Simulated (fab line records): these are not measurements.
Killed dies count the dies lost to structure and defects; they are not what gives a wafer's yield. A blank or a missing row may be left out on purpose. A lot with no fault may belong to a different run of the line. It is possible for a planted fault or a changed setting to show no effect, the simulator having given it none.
The tool behind it: which one?    flow gf180mcu    13 lots, 36 wafers sampled, at 6 steps of a route of 602

WHAT EACH GAUGE READ, for each wafer
GF_VT_IMPLANT_OVL_MEAS_29.
lot   measured      on          VT_IMPLANT_02_OVL (nm)
L325  day 6 21:01   overlay-02  -0.9 -0.8 -0.5
L326  day 7 02:34   overlay-01  -1.1 -2.2 -1.0
L327  day 7 11:13   overlay-01  -1.4 -1.7 -2.8
L329  day 7 21:55   overlay-01  -0.1 -0.6 -0.5
L330  day 8 04:52   overlay-01  1.2 1.1 0.4
L331  day 8 12:07   overlay-02  -1.2 -2.3 -1.1
L332  day 8 16:26   overlay-01  -1.1 2.0 0.1
L335  day 9 21:50   overlay-02  -2.9 -2.0 -0.8
L337  day 10 04:50  overlay-02  -0.5
L338  day 10 11:17  overlay-01  -2.6 -2.3
L343  day 11 20:22  overlay-01  -2.5 0.0 -0.9
L344  day 12 02:35  overlay-01  -1.3 0.7 -1.7
L346  day 12 12:40  overlay-02  -0.7 -0.8 -1.4

GF_VT_IMPLANT_RS_MEAS_48: measurement is done with a four-point probe.
lot   measured      on             LVPWELL_RS (ohm/sq)
L325  day 7 13:50   film_metro-03  1195.5 1198.6 1196.0
L326  day 7 19:52   film_metro-01  1197.8 1196.4 1193.9
L327  day 8 04:34   film_metro-04  1199.8 1196.4 1198.1
L329  day 8 15:32   film_metro-01  1197.1 1195.2 1193.5
L330  day 8 22:40   film_metro-04  1195.4 1199.7 1198.7
L331  day 9 05:54   film_metro-01  1197.7 1199.6 1197.8
L332  day 9 10:22   film_metro-04  1194.6 1192.4 1192.2
L335  day 10 16:11  film_metro-03  1193.7 1197.3 1195.1
L337  day 11 00:10  film_metro-04  1247.2 1246.0
L338  day 11 06:13  film_metro-03  1196.1 1248.2 1200.8 1246.8
L343  day 12 17:09  film_metro-04  1193.5 1194.9 1193.6
L344  day 12 22:51  film_metro-01  1192.7 1194.2 1196.2
L346  day 13 08:57  film_metro-03  1197.9 1200.3 1199.8

GF_VT_IMPLANT_RS_MEAS_49: measurement is done with a four-point probe.
lot   measured      on             MVPSD_RS (ohm/sq)
L325  day 7 13:58   film_metro-03  1167.1 1167.5 1166.5
L326  day 7 19:59   film_metro-01  1176.5 1172.3 1173.4
L327  day 8 04:41   film_metro-04  1173.8 1169.9 1165.3
L329  day 8 15:39   film_metro-01  1173.8 1169.6 1173.0
L330  day 8 22:47   film_metro-04  1168.3 1166.0 1167.0
L331  day 9 06:01   film_metro-01  1165.4 1166.7 1163.8
L332  day 9 10:29   film_metro-04  1170.9 1165.1 1165.6
L335  day 10 16:19  film_metro-03  1166.2 1165.7 1168.3
L337  day 11 03:56  film_metro-04  1166.6
L338  day 11 08:55  film_metro-03  1164.8 1167.8
L343  day 12 17:16  film_metro-04  1171.4 1172.7 1172.4
L344  day 12 22:58  film_metro-01  1172.4 1170.7 1168.5
L346  day 13 09:04  film_metro-03  1170.9 1168.0 1173.8

GF_POLY_GATE_CD_MEAS_10 targets a cd of 280 nm.
lot   measured      on         cd_nm (nm)
L325  day 9 04:50   cd_sem-01  279.3 280.1 279.1
L326  day 9 11:10   cd_sem-02  279.7 280.4 279.8
L327  day 9 19:14   cd_sem-02  280.7 281.2 280.9
L329  day 10 07:26  cd_sem-02  280.8 280.3 281.3
L330  day 10 16:28  cd_sem-02  281.8 280.6 281.9
L331  day 10 22:46  cd_sem-02  282.1 281.9 280.8
L332  day 11 04:55  cd_sem-01  280.3 280.2 280.0
L335  day 12 10:41  cd_sem-01  279.9 280.3 280.1
L337  day 12 21:34  cd_sem-01  281.0
L338  day 13 03:02  cd_sem-01  280.7 281.1
L343  day 14 14:16  cd_sem-01  280.1 281.0 280.5
L344  day 14 20:28  cd_sem-01  280.1 280.1 280.1
L346  day 15 07:34  cd_sem-02  280.8 280.8 281.3

TOOL THAT RAN EACH LOT (tool first, then ch and the chambers of the sampled wafers, then the start)
lot   GF_LVPWELL_IMPLANT_09           GF_VT_IMPLANT_STRIP_20
L325  implanter-02 ch 0, day 3 21:20  plasma_asher-04 ch 0,1, day 6 06:21
L326  implanter-04 ch 0, day 4 01:30  plasma_asher-01 ch 0,1, day 6 10:48
L327  implanter-02 ch 0, day 4 09:52  plasma_asher-02 ch 0, day 6 19:42
L329  implanter-04 ch 0, day 4 18:49  plasma_asher-02 ch 0,1, day 7 06:33
L330  implanter-01 ch 0, day 5 00:12  plasma_asher-04 ch 0,1, day 7 12:18
L331  implanter-04 ch 0, day 5 05:42  plasma_asher-04 ch 0,1, day 7 19:36
L332  implanter-01 ch 0, day 5 10:29  plasma_asher-02 ch 0,1, day 8 00:11
L335  implanter-04 ch 0, day 6 10:26  plasma_asher-01 ch 0,1, day 9 04:43
L337  implanter-04 ch 0, day 6 17:41  plasma_asher-02 ch 1, day 9 11:43
L338  implanter-04 ch 0, day 6 22:44  plasma_asher-01 ch 0,1, day 9 17:35
L343  implanter-02 ch 0, day 8 02:55  plasma_asher-02 ch 0, day 11 01:51
L344  implanter-01 ch 0, day 8 08:19  plasma_asher-01 ch 0,1, day 11 07:36
L346  implanter-02 ch 0, day 8 17:25  plasma_asher-01 ch 0,1, day 11 17:30
- GF_LVPWELL_IMPLANT_09
- GF_VT_IMPLANT_STRIP_20: strips in O2/N2.

WHAT THE TOOLS THEMSELVES READ (means of the sampled wafers that have a number; where no wafer has one, the mark that the record gives instead)
GF_LVPWELL_IMPLANT_09.
lot   tool          faraday_current_uA
L325  implanter-02  28.3
L326  implanter-04  28.2
L327  implanter-02  28.7
L329  implanter-04  28.4
L330  implanter-01  28.6
L331  implanter-04  28.5
L332  implanter-01  27.7
L335  implanter-04  28.4
L337  implanter-04  28.4
L338  implanter-04  29.1
L343  implanter-02  27.7
L344  implanter-01  28.0
L346  implanter-02  28.5

GF_VT_IMPLANT_STRIP_20.
lot   tool             drypump_motor_current_A (A)  heater_power_w (W)  oes_product_au (a.u.)  strip_time_to_endpoint_s (s)
L325  plasma_asher-04  5.7                          299                 0.712                  12.61
L326  plasma_asher-01  6.4                          385                 0.719                  12.68
L327  plasma_asher-02  4.8                          447                 0.716                  12.66
L329  plasma_asher-02  5.2                          412                 0.718                  12.64
L330  plasma_asher-04  5.5                          321                 0.716                  12.61
L331  plasma_asher-04  5.7                          299                 0.718                  12.61
L332  plasma_asher-02  5.2                          416                 0.720                  12.63
L335  plasma_asher-01  6.6                          355                 0.717                  12.67
L337  plasma_asher-02  6.1                          337                 0.710                  12.62
L338  plasma_asher-01  6.5                          370                 0.720                  12.66
L343  plasma_asher-02  4.8                          450                 0.717                  12.65
L344  plasma_asher-01  6.6                          353                 0.718                  12.63
L346  plasma_asher-01  6.4                          380                 0.716                  12.71

THE ANSWER, worked out from the rows above alone
Rule: usual is defined by the lots themselves. The widest of any qualifying gaps counts: lots, ordered by their means at a reading, are off when they make up no more than a third of the lots, leave a main group of 4 or more, and stand apart from it by 3 or more times the standard deviation of that group's means. Not used: any main group whose means are identical at the precision the tables above print for the reading. A lot without any number at a reading at which 4 lots or more have one is off too. Where the step has rows for the other lots, those lots are counted as sound. After the gauges, taken in route order, come the tools' own readings; for these a lot's mean is taken, as printed above. The first step at which some lot is off is used, and at that step the reading that is off furthest; a lot without a number counts as furthest.
Off: at GF_VT_IMPLANT_RS_MEAS_48 (LVPWELL_RS), L337, L338. Main group: mean 1196.2 ohm/sq, sd 1.9.
A tool fits if, at a process step before that reading, it ran every lot that is off, and no sound lot after the first of them. The gauges at GF_VT_IMPLANT_RS_MEAS_48 are tried like those tools. One fits: implanter-04 at GF_LVPWELL_IMPLANT_09. Its last sound lot is L335 (day 6 10:26), its first lot that is off L337 (day 6 17:41): a fault that began between those two fits.

WHAT THE SIMULATOR HAD PUT IN
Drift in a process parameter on implanter-04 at GF_LVPWELL_IMPLANT_09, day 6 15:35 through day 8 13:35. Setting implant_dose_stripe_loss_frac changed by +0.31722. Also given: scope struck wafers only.
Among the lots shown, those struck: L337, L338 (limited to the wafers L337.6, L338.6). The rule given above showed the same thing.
